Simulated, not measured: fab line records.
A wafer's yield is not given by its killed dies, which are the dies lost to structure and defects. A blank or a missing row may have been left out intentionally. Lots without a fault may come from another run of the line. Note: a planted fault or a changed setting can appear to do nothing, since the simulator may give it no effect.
Check of tool commonality -- flow gf180mcu -- Lots sampled 13, wafers sampled 39

## REASON IT WAS OPENED
GF_MVSD_TW_MEAS_11, reading MVSD_TW: flagged on 3 of 13 lots. No-fault wafers: 1571, standard deviation 12.
Rule: a lot is flagged when every wafer of it that has a number lies more than 4 standard deviations from that mean, or none has a number. The rest of the lots are taken to be sound.

lot,measured,on,"MVSD_TW, wafer by wafer",flag
L499,day 4 15:04,film_metro-01,1588 1598 1594,
L501,day 5 00:34,film_metro-02,1572 1574 1566,
L502,day 5 07:14,film_metro-04,1576 1571 1573,
L503,day 5 12:14,film_metro-02,1574 1581 1570,
L504,day 5 19:40,film_metro-02,1574 1574 1578,
L508,day 6 18:13,film_metro-02,1863 1858 1858,FLAGGED
L509,day 6 23:02,film_metro-01,1853 1854 1866,FLAGGED
L510,day 7 04:28,film_metro-01,1560 1567 1560,
L511,day 7 13:59,film_metro-01,1843 1851 1854,FLAGGED
L514,day 8 05:26,film_metro-02,1569 1573 1573,
L516,day 8 16:34,film_metro-02,1573 1572 1579,
L519,day 9 09:58,film_metro-01,1547 1547 1533,
L520,day 9 16:58,film_metro-01,1566 1551 1558,
The numbers of the flagged lots are 1856 on average: +285 against the usual, or +24 standard deviations.

## WHICH TOOL EACH LOT WENT THROUGH
The record holds 1 process step before the reading, out of a route of 602 steps. Cell contents, in order: the tool; ch with the chambers the sampled wafers went through; the start.
lot,flag,GF_MVSD_IMPLANT_08
L499,,"implanter-04 ch 0, day 4 14:40"
L501,,"implanter-02 ch 0, day 5 00:10"
L502,,"implanter-02 ch 0, day 5 06:52"
L503,,"implanter-02 ch 0, day 5 11:52"
L504,,"implanter-01 ch 0, day 5 19:17"
L508,FLAGGED,"implanter-02 ch 0, day 6 17:50"
L509,FLAGGED,"implanter-02 ch 0, day 6 22:38"
L510,,"implanter-04 ch 0, day 7 04:04"
L511,FLAGGED,"implanter-02 ch 0, day 7 13:37"
L514,,"implanter-01 ch 0, day 8 05:02"
L516,,"implanter-04 ch 0, day 8 16:10"
L519,,"implanter-01 ch 0, day 9 09:16"
L520,,"implanter-04 ch 0, day 9 16:35"
These steps, and what they do:
- GF_MVSD_IMPLANT_08
- GF_MVSD_TW_MEAS_11

## FLAGGED AGAINST TOTAL, ONE TOOL AT A TIME (gauges that did the reading follow at the end)
step,tool,lots run,flagged,share of the flagged lots,sound lots run after its first flagged lot
GF_MVSD_IMPLANT_08,implanter-01,3,0,none,-
GF_MVSD_IMPLANT_08,implanter-02,6,3,all,0
GF_MVSD_IMPLANT_08,implanter-04,4,0,none,-
GF_MVSD_TW_MEAS_11,film_metro-01,6,2,some,"3 (L510,L519,L520)"
GF_MVSD_TW_MEAS_11,film_metro-02,6,1,some,"2 (L514,L516)"
GF_MVSD_TW_MEAS_11,film_metro-04,1,0,none,-

## WHAT IS ALLOWED BY THE TABLE
All flagged lots share 1 row of the table, namely implanter-02 at GF_MVSD_IMPLANT_08.
- implanter-02 at GF_MVSD_IMPLANT_08 ran 6 lots, 3 of them flagged. Its last sound lot is L503 (day 5 11:52), its first flagged lot L508 (day 6 17:50): a fault that began between those two fits. Its own readings (beam_on_s, dose_ions_cm2, faraday_current_uA) fall more than 4 standard deviations out on all wafers of the flagged lots.
One tool is left: implanter-02 at GF_MVSD_IMPLANT_08.

## WHAT THE SIMULATOR HAD PUT IN
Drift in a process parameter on implanter-02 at GF_MVSD_IMPLANT_08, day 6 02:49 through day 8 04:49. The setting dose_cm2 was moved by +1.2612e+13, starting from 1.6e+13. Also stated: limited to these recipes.
Lots struck among those shown: L508, L509, L511. This agrees with what the rule above found.
